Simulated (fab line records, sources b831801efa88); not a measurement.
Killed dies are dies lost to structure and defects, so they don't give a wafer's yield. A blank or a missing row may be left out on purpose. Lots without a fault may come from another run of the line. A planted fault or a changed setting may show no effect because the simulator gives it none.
A struck lot beside a sound one | flow gf180mcu | 44 steps out of a route of 602
Sound: wafers L157.3, L157.4, L157.5. Struck: wafers L167.2, L167.5, L167.6. The cause comes at the end.
At each step with rows: each side's tool, then ch and its chambers, then its first start. Under that, the readings that differ: sound wafers | struck wafers | difference of the means | sigmas: that difference in standard deviations of wafers without a fault.
alike: readings whose means differ by less than 2 such deviations, and words and numbers that are the same on both sides. not compared: withheld readings, readings that some wafer has no value for, bounds like >300 that may hide the same value, and numbers for which the record gives no deviation and whose values overlap.
The two part at a step that has a row with sigmas, a row that says differs or no value, or rows on one side only. Numbers that don't overlap but have no deviation are shown without sigmas and don't part them. A reading that every wafer of one side lacks parts them only if that side has two wafers or more.

first, 2 steps without rows for these wafers: GF_V3_STRIP_19 (strips in post etch residue remover, time 1200 s); GF_V3_CLEAN_20 (cleans in DIW).
GF_V3_SPUTTER_21: material Ti, target thk 15 nm, time 80.02 s.
  sound on pvd_sputter-01, day 25 10:05; struck on pvd_sputter-01, day 28 09:02
  alike: throttle_valve_pct
GF_V3_SPUTTER_22: material TiN, target thk 10 nm, time 40 s.
  sound on pvd_sputter-01, day 25 10:09; struck on pvd_sputter-01, day 28 09:06
  alike: throttle_valve_pct
then, 1 step without rows for these wafers: GF_V3_CVD_23 (deposits W, target thk 350 nm, time 104.9 s).
GF_V3_RS_MEAS_24: measures by four-point-probe.
  sound on film_metro-02, day 25 10:20; struck on film_metro-03, day 28 09:16
  alike: V3_W_RS
GF_V3_THK_MEAS_25: measures by xrf.
  sound on film_metro-02, day 25 10:26; struck on film_metro-03, day 28 09:23
  alike: V3_W_THK
then, 3 steps without rows for these wafers: GF_V3_CMP_26 (polishes, stops on SiO2, t overpolish 15 s, target thk 0 nm); GF_M4_SPUTTER_00 (material Ti, target thk 37.5 nm, time 150 s); GF_M4_SPUTTER_01 (material TiN, target thk 30 nm, time 25 s).
GF_M4_SPUTTER_02: material AlCu, target thk 450 nm, time 23.9 s.
  sound on pvd_sputter-02, day 25 10:55; struck on pvd_sputter-03, day 28 09:52
  alike: throttle_valve_pct
then, 1 step without rows for these wafers: GF_M4_SPUTTER_03 (material Ti, target thk 10 nm, time 6.7 s).
GF_M4_SPUTTER_04: material TiN, target thk 50 nm, time 41.7 s.
  sound on pvd_sputter-02, day 25 10:58; struck on pvd_sputter-03, day 28 09:55
  reading                                | sound            | struck            | difference | sigmas
  model.TiN_of_M4_SPUTTER_04.thk_nm (nm) | 49.46 49.61 50.5 | 41.05 41.32 41.52 | -8.56      |
  alike: throttle_valve_pct
GF_M4_RS_MEAS_05: measures by four-point-probe.
  sound on film_metro-01, day 25 11:02; struck on film_metro-02, day 28 09:58
  alike: M4_ALCU_RS
GF_M4_THK_MEAS_06: measures by xrf.
  sound on film_metro-01, day 25 11:08; struck on film_metro-02, day 28 10:05
  alike: M4_ALCU_THK
then, 5 steps without rows for these wafers: GF_M4_DEHYDRATE_07 (time 60 s); GF_M4_HMDS_08 (prime time 60 s); GF_M4_COAT_09 (resist thk 1000 nm); GF_M4_SOFTBAKE_10 (time 60 s); GF_M4_EXPOSE_11 (exposes mask Metal4, target cd 280 nm).
GF_M4_PEB_12: peb time 93.74 s.
  sound on litho_track-04 ch 0; struck on litho_track-04 ch 0
  alike: plate_sensor_t_centre_C, plate_sensor_t_edge_C
then, 1 step without rows for these wafers: GF_M4_DEVELOP_13 (develop time 60 s).
GF_M4_CD_MEAS_14: target cd 280 nm.
  sound on cd_sem-01, day 26 07:49; struck on cd_sem-01, day 29 04:17
  alike: cd_nm
GF_M4_OVL_MEAS_15:
  sound on overlay-02, day 26 07:54; struck on overlay-02, day 29 04:24
  alike: M4_OVL
then, 5 steps without rows for these wafers: GF_M4_METAL_ETCH_16 (etches the open film in Cl2/BCl3, stops on SiO2, target depth 750.8 nm, time 125.1 s); GF_M4_STRIP_17 (strips in O2/N2); GF_M4_STRIP_18 (strips in post etch residue remover, time 1200 s); GF_M4_CLEAN_19 (cleans in DIW); GF_V4_CVD_00 (deposits SiO2, target thk 600 nm, time 100 s).
GF_V4_THK_MEAS_01:
  sound on film_metro-01, day 26 08:53; struck on film_metro-03, day 29 05:12
  alike: V4_CVD_00_THK
then, 1 step without rows for these wafers: GF_V4_CVD_02 (deposits SiO2 from TEOS, target thk 850 nm, time 94.851 s).
GF_V4_THK_MEAS_03:
  sound on film_metro-04, day 26 09:01; struck on film_metro-01, day 29 05:20
  alike: V4_CVD_02_THK
GF_V4_CMP_04: polishes SiO2.
  sound on cmp-02 ch 1,3, day 26 09:06; struck on cmp-01 ch 0,1,3, day 29 05:29
  alike: motor_current_A, time_to_endpoint_s
GF_V4_BOW_MEAS_05:
  sound on film_metro-04, day 26 09:23; struck on film_metro-01, day 29 05:42
  alike: V4_BOW
then, 8 steps without rows for these wafers: GF_V4_DEHYDRATE_06 (time 60 s); GF_V4_HMDS_07 (prime time 60 s); GF_V4_COAT_08; GF_V4_COAT_09 (resist thk 1000 nm); GF_V4_SOFTBAKE_10 (time 60 s); GF_V4_EXPOSE_11 (exposes mask Via4, target cd 260 nm); GF_V4_PEB_12 (peb time 90 s); GF_V4_DEVELOP_13 (develop time 60 s).
GF_V4_STRIP_19: strips in post etch residue remover, time 1200 s.
  sound on wet_bench-02 ch 0, day 27 06:38; struck on wet_bench-04 ch 2, day 30 00:41
  reading                                | sound            | struck            | difference | sigmas
  bath_heat_duty_pct (%)                 | 13.4 12.3 13.0   | 15.4 16.3 15.8    | +2.9       | +2
  model.TiN_of_M4_SPUTTER_04.thk_nm (nm) | 48.6 48.76 49.65 | 40.22 40.48 40.69 | -8.54      |
-- the record jumps here: 4 days lie between the struck wafers' starts before and after (it left off in module V4 and takes up again in module PASSIVATION, whose first step shown is number 602 of the route) --
GF_PASSIVATION_PROBE_99:
  the record has rows for the struck wafers here (prober-02, day 33 22:16) and none for the sound ones

WHERE THEY PART
First at GF_V4_STRIP_19; last, within this record, at GF_PASSIVATION_PROBE_99.

WHY: what the simulator had put in
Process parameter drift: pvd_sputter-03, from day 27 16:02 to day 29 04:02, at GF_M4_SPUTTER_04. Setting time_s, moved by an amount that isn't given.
